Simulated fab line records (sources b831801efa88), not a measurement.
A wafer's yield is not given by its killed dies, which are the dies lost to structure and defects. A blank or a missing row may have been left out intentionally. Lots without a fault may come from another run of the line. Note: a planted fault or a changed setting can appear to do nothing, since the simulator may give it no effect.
fab line records + flow gf180mcu
[record]
- lots = 14
- wafers = 42
- last-day = 34
route steps=602 shown V1@352 M2@363
lots that met no fault: taken from a fault-free run of the same line
start-h: hours from the record's first day to the start of the lot's first wafer shown + wait-h: how many hours have passed since the lot's step before this one + " as in the row above + L1.1+2: one row covering several wafers at once + - no value, or no start was given + * or withheld: withheld + < > ~ a bound
route shown NAME@n: names a module that has steps shown in the file, with the first one's number in the route + usual: mean and standard deviation over wafers with no fault + same: alike in all rows + chamber/n: place in a boat + sites: per-site readings + _std_site: standard deviation across them + _edge_site: outer sites' mean less inner sites' + radius-mm: how far each site lies from the wafer's centre + mask NAME#n: copy n + behind: the tool/chamber that last shaped the wafer + hold: what put the lot on hold/how long, in hours/how the hold closed + device: the transistor (n, p or np) that didn't switch + end of line: the same wafers' tests at the end of the route + for a step that has no rows: nothing shown but its recipe + killed: count of dies lost to structure and defects at first sort (not the wafer's yield) + map: a wafer's dies, x killed, . not, _ none there
set.NAME: the setting as run; set.NAME@STEP: as run at that earlier step + model.NAME: the simulator's own value behind a step, which no gauge read
one table for each step of the route and one row for each wafer, over a sample of lots
services: when a tool's chamber went out of use (start-h, in hours from the record's first day, below 0 if earlier), for how many hours, and the reason
[[steps]]
[step GF_V1_ETCH_17]
[recipe]
- chemistry = C4F8/O2/Ar
- mask-material = KrF
- target = SiO2
- stop-on = TiN
- source-w = 1500
- bias-w = 1200
- pressure-mtorr = 40
- c4f8-flow-sccm = withheld
- O2_flow_sccm = 6
- Ar_flow_sccm = 300
- time-s = withheld
- target-depth-a = 6300
[usual]
- chamber-pressure-mTorr = 39.99/0.031
- oes-product-au = 0.856/0.0049
- rf-fwd-power-W = 1492/5.3
| lot.wafer | tool        | chamber | start-h | wait-h | chamber-pressure-mTorr | oes-product-au | rf-fwd-power-W |
|-----------|-------------|---------|---------|--------|------------------------|----------------|----------------|
| L607.4    | rie-diel-01 | 2       | -       | -      | 40.02                  | 0.860          | 1495           |
| L607.5    | "           | 0       | "       | "      | 40.05                  | 0.862          | 1484           |
| L607.6    | "           | 3       | "       | "      | 39.98                  | 0.859          | 1488           |
| L609.3    | rie-diel-02 | 2       | -       | -      | 40.05                  | 0.864          | 1493           |
| L609.5    | "           | 2       | "       | "      | 39.93                  | 0.839          | 1486           |
| L609.6    | "           | 0       | "       | "      | 39.96                  | 0.852          | 1490           |
| L611.1    | rie-diel-02 | 2       | -       | -      | 39.98                  | 0.856          | 1487           |
| L611.2    | "           | 0       | "       | "      | 40.05                  | 0.852          | 1499           |
| L611.3    | "           | 3       | "       | "      | 39.94                  | 0.858          | 1489           |
| L610.4    | rie-diel-03 | 3       | -       | -      | 39.97                  | 0.858          | 1492           |
| L610.5    | "           | 0       | "       | "      | 40.01                  | 0.858          | 1489           |
| L610.6    | "           | 3       | "       | "      | 39.98                  | 0.856          | 1503           |
| L613.1    | rie-diel-02 | 2       | -       | -      | 40.01                  | 0.860          | 1495           |
| L613.3    | "           | 1       | "       | "      | 39.95                  | 0.847          | 1495           |
| L613.4    | "           | 0       | "       | "      | 40.04                  | 0.856          | 1492           |
| L614.1    | rie-diel-01 | 2       | -       | -      | 39.99                  | 0.851          | 1497           |
| L614.4    | "           | 2       | "       | "      | 40.02                  | 0.855          | 1499           |
| L614.6    | "           | 1       | "       | "      | 39.97                  | 0.854          | 1487           |
| L616.3    | rie-diel-01 | 0       | -       | -      | 39.97                  | 0.862          | 1486           |
| L616.4    | "           | 2       | "       | "      | 40.03                  | 0.853          | 1497           |
| L616.5    | "           | 2       | "       | "      | 40.02                  | 0.847          | 1492           |
| L617.2    | rie-diel-03 | 1       | -       | -      | 39.97                  | 0.855          | 1498           |
| L617.4    | "           | 0       | "       | "      | 39.97                  | 0.857          | 1500           |
| L617.6    | "           | 3       | "       | "      | 40.02                  | 0.857          | 1496           |
| L618.3    | rie-diel-01 | 2       | -       | -      | 40.01                  | 0.865          | 1498           |
| L618.4    | "           | 0       | "       | "      | 39.98                  | 0.847          | 1488           |
| L618.5    | "           | 3       | "       | "      | 40.06                  | 0.857          | 1496           |
| L621.1    | rie-diel-01 | 3       | -       | -      | 40.04                  | 0.861          | 1493           |
| L621.2    | "           | 2       | "       | "      | 39.98                  | 0.855          | 1489           |
| L621.4    | "           | 3       | "       | "      | 39.94                  | 0.850          | 1493           |
| L625.1    | rie-diel-03 | 1       | -       | -      | 39.91                  | 0.861          | 1489           |
| L625.4    | "           | 0       | "       | "      | 39.97                  | 0.856          | 1492           |
| L625.5    | "           | 2       | "       | "      | 40.01                  | 0.850          | 1497           |
| L626.4    | rie-diel-03 | 2       | -       | -      | 39.95                  | 0.853          | 1496           |
| L626.5    | "           | 0       | "       | "      | 40.05                  | 0.857          | 1482           |
| L626.6    | "           | 1       | "       | "      | 40.00                  | 0.849          | 1493           |
| L627.2    | rie-diel-01 | 1       | -       | -      | 39.97                  | 0.848          | 1486           |
| L627.4    | "           | 3       | "       | "      | 40.02                  | 0.854          | 1492           |
| L627.5    | "           | 3       | "       | "      | 40.01                  | 0.849          | 1497           |
| L628.1    | rie-diel-03 | 2       | -       | -      | 40.02                  | 0.855          | 1505           |
| L628.4    | "           | 0       | "       | "      | 39.98                  | 0.858          | 1483           |
| L628.6    | "           | 1       | "       | "      | 39.99                  | 0.856          | 1490           |
[step GF_V1_SPUTTER_21]
[recipe]
- material = Ti
- target-thk-nm = 15
- chamber-pressure-pa = 5
- power-w = 2500
- substrate-temp-c = 200
- time-s = 80.02
[usual]
- cathode-dc-power-W = 2500.0/0.43
- throttle-valve-pct = 30.1/1
| lot.wafer | tool           | chamber | start-h | wait-h | cathode-dc-power-W | throttle-valve-pct |
|-----------|----------------|---------|---------|--------|--------------------|--------------------|
| L607.4    | pvd-sputter-01 | -       | 404.62  | 0.0    | 2499.8             | 32.0               |
| L607.5    | "              | -       | "       | "      | 2500.2             | 29.1               |
| L607.6    | "              | -       | "       | "      | 2500.4             | 31.8               |
| L609.3    | pvd-sputter-04 | -       | 420.56  | 0.0    | 2499.9             | 29.4               |
| L609.5    | "              | -       | "       | "      | 2500.2             | 31.1               |
| L609.6    | "              | -       | "       | "      | 2499.7             | 29.1               |
| L611.1    | pvd-sputter-04 | -       | 449.58  | 0.0    | 2500.6             | 28.5               |
| L611.2    | "              | -       | "       | "      | 2499.8             | 30.8               |
| L611.3    | "              | -       | "       | "      | 2500.6             | 30.0               |
| L610.4    | pvd-sputter-02 | -       | 455.58  | 0.0    | 2499.4             | 30.4               |
| L610.5    | "              | -       | "       | "      | 2499.4             | 29.5               |
| L610.6    | "              | -       | "       | "      | 2499.9             | 30.4               |
| L613.1    | pvd-sputter-04 | -       | 484.02  | 0.0    | 2500.2             | 30.2               |
| L613.3    | "              | -       | "       | "      | 2499.8             | 28.6               |
| L613.4    | "              | -       | "       | "      | 2499.7             | 29.1               |
| L614.1    | pvd-sputter-02 | -       | 497.83  | 0.0    | 2499.4             | 29.9               |
| L614.4    | "              | -       | "       | "      | 2500.2             | 30.7               |
| L614.6    | "              | -       | "       | "      | 2500.0             | 29.2               |
| L616.3    | pvd-sputter-02 | -       | 513.02  | 0.0    | 2500.3             | 30.4               |
| L616.4    | "              | -       | "       | "      | 2500.5             | 29.0               |
| L616.5    | "              | -       | "       | "      | 2499.7             | 30.0               |
| L617.2    | pvd-sputter-01 | -       | 517.17  | 0.0    | 2500.1             | 31.6               |
| L617.4    | "              | -       | "       | "      | 2500.3             | 32.0               |
| L617.6    | "              | -       | "       | "      | 2499.6             | 29.2               |
| L618.3    | pvd-sputter-02 | -       | 519.76  | 0.0    | 2500.0             | 29.3               |
| L618.4    | "              | -       | "       | "      | 2499.1             | 29.9               |
| L618.5    | "              | -       | "       | "      | 2500.1             | 29.7               |
| L621.1    | pvd-sputter-01 | -       | 539.23  | 0.0    | 2500.0             | 30.6               |
| L621.2    | "              | -       | "       | "      | 2500.0             | 29.2               |
| L621.4    | "              | -       | "       | "      | 2500.0             | 31.6               |
| L625.1    | pvd-sputter-02 | -       | 569.85  | 0.0    | 2499.7             | 29.7               |
| L625.4    | "              | -       | "       | "      | 2500.8             | 29.2               |
| L625.5    | "              | -       | "       | "      | 2499.9             | 29.9               |
| L626.4    | pvd-sputter-01 | -       | 577.67  | 0.0    | 2499.7             | 30.6               |
| L626.5    | "              | -       | "       | "      | 2499.7             | 31.8               |
| L626.6    | "              | -       | "       | "      | 2501.0             | 29.2               |
| L627.2    | pvd-sputter-04 | -       | 586.55  | 0.0    | 2499.6             | 28.8               |
| L627.4    | "              | -       | "       | "      | 2500.4             | 28.2               |
| L627.5    | "              | -       | "       | "      | 2499.7             | 29.9               |
| L628.1    | pvd-sputter-04 | -       | 587.56  | 0.0    | 2499.8             | 30.6               |
| L628.4    | "              | -       | "       | "      | 2500.2             | 28.5               |
| L628.6    | "              | -       | "       | "      | 2499.8             | 30.7               |
[step GF_V1_CMP_26]
[recipe]
- stop-on = SiO2
- down-force-psi = 3.5
- platen-rpm = 60
- t-overpolish-s = 15
- target-thk-nm = 0
- pad-velocity-m-s = 0.94248
[usual]
- motor-current-A = 11.3/1.2
- overpolish-run-s = 15.000/0.0086
- platen-rpm = 60.00/0.041
- time-to-endpoint-s = 86/3.1
[same]
- t-overpolish-s = 15
| lot.wafer | tool   | chamber | start-h | wait-h | motor-current-A | overpolish-run-s | platen-rpm | time-to-endpoint-s |
|-----------|--------|---------|---------|--------|-----------------|------------------|------------|--------------------|
| L607.4    | cmp-01 | 1       | 405.06  | 0.1    | 10.7            | 15.014           | 60.03      | 87                 |
| L607.5    | "      | 0       | "       | "      | 12.2            | 15.005           | 59.94      | 86                 |
| L607.6    | "      | 1       | "       | "      | 11.0            | 15.011           | 60.00      | 86                 |
| L609.3    | cmp-02 | 3       | 421.10  | 0.2    | 11.6            | 14.996           | 59.98      | 88                 |
| L609.6    | "      | 0       | "       | "      | 9.6             | 15.006           | 60.08      | 91                 |
| L609.5    | "      | 1       | "       | "      | 13.0            | 15.011           | 60.03      | 90                 |
| L611.2    | cmp-02 | 0       | 449.98  | 0.0    | 10.3            | 14.995           | 60.04      | 85                 |
| L611.3    | "      | 1       | "       | "      | 12.9            | 15.001           | 60.08      | 89                 |
| L611.1    | "      | 3       | "       | "      | 12.1            | 14.998           | 60.01      | 85                 |
| L610.4    | cmp-02 | 3       | 456.13  | 0.2    | 11.1            | 15.002           | 59.96      | 82                 |
| L610.5    | "      | 0       | "       | "      | 10.2            | 14.997           | 60.02      | 84                 |
| L610.6    | "      | 1       | "       | "      | 13.3            | 15.003           | 59.97      | 89                 |
| L613.3    | cmp-02 | 1       | 484.42  | 0.0    | 13.7            | 14.989           | 60.05      | 91                 |
| L613.1    | "      | 3       | "       | "      | 11.8            | 15.000           | 59.97      | 87                 |
| L613.4    | "      | 0       | "       | "      | 10.5            | 14.996           | 59.98      | 88                 |
| L614.1    | cmp-02 | 3       | 498.27  | 0.1    | 11.4            | 15.000           | 59.94      | 84                 |
| L614.4    | "      | 0       | "       | "      | 9.9             | 15.002           | 60.00      | 88                 |
| L614.6    | "      | 2       | "       | "      | 11.5            | 14.987           | 59.95      | 88                 |
| L616.3    | cmp-01 | 1       | 513.46  | 0.1    | 11.1            | 15.009           | 60.00      | 82                 |
| L616.4    | "      | 2       | "       | "      | 10.5            | 14.999           | 60.08      | 85                 |
| L616.5    | "      | 0       | "       | "      | 11.8            | 14.996           | 60.01      | 79                 |
| L617.4    | cmp-01 | 1       | 517.61  | 0.1    | 10.8            | 15.005           | 60.06      | 86                 |
| L617.2    | "      | 3       | "       | "      | 10.2            | 14.991           | 60.02      | 85                 |
| L617.6    | "      | 1       | "       | "      | 11.1            | 14.990           | 59.98      | 83                 |
| L618.3    | cmp-01 | 2       | 520.16  | 0.0    | 9.7             | 14.993           | 59.99      | 79                 |
| L618.4    | "      | 1       | "       | "      | 10.6            | 14.997           | 60.04      | 84                 |
| L618.5    | "      | 2       | "       | "      | 9.9             | 14.983           | 59.96      | 86                 |
| L621.4    | cmp-02 | 3       | 539.68  | 0.1    | 11.4            | 15.012           | 59.93      | 84                 |
| L621.2    | "      | 0       | "       | "      | 10.3            | 15.010           | 59.97      | 88                 |
| L621.1    | "      | 1       | "       | "      | 13.2            | 14.992           | 59.95      | 87                 |
| L625.1    | cmp-01 | 2       | 570.24  | 0.1    | 10.0            | 14.985           | 59.95      | 85                 |
| L625.4    | "      | 1       | "       | "      | 10.6            | 15.009           | 60.02      | 85                 |
| L625.5    | "      | 3       | "       | "      | 10.6            | 14.994           | 59.95      | 80                 |
| L626.4    | cmp-02 | 0       | 578.19  | 0.2    | 9.6             | 0.041            | 59.97      | 132                |
| L626.6    | "      | 1       | "       | "      | 13.5            | 15.005           | 60.05      | 92                 |
| L626.5    | "      | 2       | "       | "      | 11.5            | 15.010           | 59.94      | 90                 |
| L627.4    | cmp-02 | 0       | 587.00  | 0.1    | 10.1            | 0.039            | 60.00      | 128                |
| L627.2    | "      | 1       | "       | "      | 13.1            | 0.046            | 60.02      | 130                |
| L627.5    | "      | 0       | "       | "      | 10.1            | 14.994           | 60.05      | 91                 |
| L628.1    | cmp-01 | 0       | 587.95  | 0.1    | 11.8            | 15.007           | 60.01      | 85                 |
| L628.4    | "      | 3       | "       | "      | 10.7            | 14.997           | 59.99      | 84                 |
| L628.6    | "      | 0       | "       | "      | 11.3            | 14.988           | 59.94      | 86                 |
[step GF_M2_SPUTTER_01]
[recipe]
- material = TiN
- target-thk-nm = 30
- power-w = 6500
- time-s = 25
- chamber-pressure-pa = 0.4
[usual]
- cathode-dc-power-W = 6499.7/1.2
- throttle-valve-pct = 30.1/1.1
| lot.wafer | tool           | chamber | start-h | wait-h | cathode-dc-power-W | throttle-valve-pct |
|-----------|----------------|---------|---------|--------|--------------------|--------------------|
| L607.4    | pvd-sputter-03 | -       | 405.41  | 0.1    | 6498.7             | 31.3               |
| L607.5    | "              | -       | "       | "      | 6499.4             | 29.4               |
| L607.6    | "              | -       | "       | "      | 6501.2             | 29.5               |
| L609.3    | pvd-sputter-01 | -       | 421.35  | 0.1    | 6499.2             | 32.0               |
| L609.5    | "              | -       | "       | "      | 6500.0             | 29.1               |
| L609.6    | "              | -       | "       | "      | 6498.7             | 31.9               |
| L611.1    | pvd-sputter-03 | -       | 450.38  | 0.1    | 6499.8             | 29.0               |
| L611.2    | "              | -       | "       | "      | 6498.8             | 31.3               |
| L611.3    | "              | -       | "       | "      | 6499.7             | 29.7               |
| L610.4    | pvd-sputter-03 | -       | 456.38  | 0.1    | 6499.5             | 29.2               |
| L610.5    | "              | -       | "       | "      | 6499.7             | 29.3               |
| L610.6    | "              | -       | "       | "      | 6498.3             | 31.5               |
| L613.1    | pvd-sputter-01 | -       | 484.82  | 0.1    | 6498.9             | 29.2               |
| L613.3    | "              | -       | "       | "      | 6499.9             | 31.7               |
| L613.4    | "              | -       | "       | "      | 6500.0             | 31.8               |
| L614.1    | pvd-sputter-03 | -       | 498.62  | 0.1    | 6500.4             | 29.1               |
| L614.4    | "              | -       | "       | "      | 6497.8             | 31.4               |
| L614.6    | "              | -       | "       | "      | 6499.6             | 28.9               |
| L616.3    | pvd-sputter-03 | -       | 513.81  | 0.1    | 6500.1             | 29.3               |
| L616.4    | "              | -       | "       | "      | 6498.5             | 31.5               |
| L616.5    | "              | -       | "       | "      | 6498.7             | 29.8               |
| L617.2    | pvd-sputter-01 | -       | 517.96  | 0.1    | 6499.0             | 28.9               |
| L617.4    | "              | -       | "       | "      | 6501.1             | 30.5               |
| L617.6    | "              | -       | "       | "      | 6499.4             | 31.7               |
| L618.3    | pvd-sputter-04 | -       | 520.56  | 0.1    | 6501.2             | 31.0               |
| L618.4    | "              | -       | "       | "      | 6502.7             | 28.8               |
| L618.5    | "              | -       | "       | "      | 6498.4             | 29.1               |
| L621.1    | pvd-sputter-01 | -       | 540.03  | 0.1    | 6501.4             | 31.9               |
| L621.2    | "              | -       | "       | "      | 6499.4             | 29.3               |
| L621.4    | "              | -       | "       | "      | 6501.3             | 31.8               |
| L625.1    | pvd-sputter-04 | -       | 570.64  | 0.1    | 6499.7             | 28.3               |
| L625.4    | "              | -       | "       | "      | 6499.1             | 29.1               |
| L625.5    | "              | -       | "       | "      | 6500.3             | 29.4               |
| L626.5    | pvd-sputter-04 | -       | 578.45  | 0.0    | 6499.9             | 29.3               |
| L626.6    | "              | -       | "       | "      | 6500.2             | 31.3               |
| L627.5    | pvd-sputter-03 | -       | 587.36  | 0.0    | 6501.4             | 31.4               |
| L628.1    | pvd-sputter-03 | -       | 588.35  | 0.1    | 6500.7             | 29.8               |
| L628.4    | "              | -       | "       | "      | 6499.3             | 31.5               |
| L628.6    | "              | -       | "       | "      | 6498.7             | 29.1               |
[[services]]
| tool           | chamber | start-h | hours | kind   |
|----------------|---------|---------|-------|--------|
| rie-diel-02    | 2       | 383.98  | 2.6   | repair |
| cmp-02         | -       | 389.79  | 3.3   | pm     |
| cmp-02         | -       | 404.23  | 4.0   | pm     |
| pvd-sputter-01 | -       | 405.16  | 5.3   | repair |
| cmp-02         | -       | 407.11  | 0.5   | repair |
| rie-diel-01    | 2       | 415.38  | 5.5   | repair |
| cmp-02         | -       | 428.32  | 0.6   | repair |
| cmp-01         | -       | 438.27  | 1.6   | repair |
| rie-diel-01    | -       | 445.10  | 15.6  | pm     |
| cmp-01         | -       | 445.32  | 0.9   | repair |
| rie-diel-01    | 2       | 467.43  | 7.8   | repair |
| pvd-sputter-04 | -       | 467.62  | 11.1  | repair |
| rie-diel-01    | 1       | 467.82  | 1.2   | repair |
| rie-diel-02    | 1       | 467.93  | 3.2   | repair |
| rie-diel-02    | 3       | 492.78  | 1.9   | repair |
| rie-diel-01    | 0       | 494.27  | 4.1   | repair |
| pvd-sputter-04 | -       | 518.63  | 1.4   | repair |
| pvd-sputter-03 | -       | 536.65  | 5.2   | repair |
| rie-diel-03    | 3       | 554.04  | 4.6   | repair |
| rie-diel-01    | 3       | 558.17  | 1.8   | repair |
| cmp-01         | -       | 572.00  | 4.0   | pm     |
| rie-diel-03    | -       | 572.38  | 1.0   | repair |
| cmp-01         | -       | 575.52  | 11.9  | repair |
| pvd-sputter-01 | -       | 584.88  | 11.2  | repair |
[[key]]
[first-sign]
- step = GF_V1_CMP_26
- reading = overpolish-run-s
- direction = down
- sigmas = 99+
- usual = 15.000
- struck = 0.042
[effect]
- step = GF_V1_CMP_26
- reading = time-to-endpoint-s
- direction = up
- sigmas = 14
- usual = *
- struck = *
met-at GF_V1_CMP_26
struck-lots L626,L627
struck-wafers L626.4,L627.2,L627.4
later-rows-left-out L626.4,L627.2,L627.4
sort-left-out L626.4,L627.2,L627.4
not-acting-at GF_V1_ETCH_17,GF_V1_SPUTTER_21,GF_M2_SPUTTER_01
onset-between 539.68 578.19
[fault]
- kind = process-parameter-drift
- tool = cmp-02
- chamber = -
- onset-h = 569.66
- steps = GF_V1_CMP_26
- channel = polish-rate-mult
- offset = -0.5
- shape = step
- end-h = 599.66
- scope = struck-wafers-only
// sort-left-out: the simulated sort isn't trusted on such a fault, so these wafers' sort isn't shown, and their yield isn't known
// later-rows-left-out: the simulator's readings of these wafers behind a module that went badly wrong aren't trusted and aren't shown, but for the sort
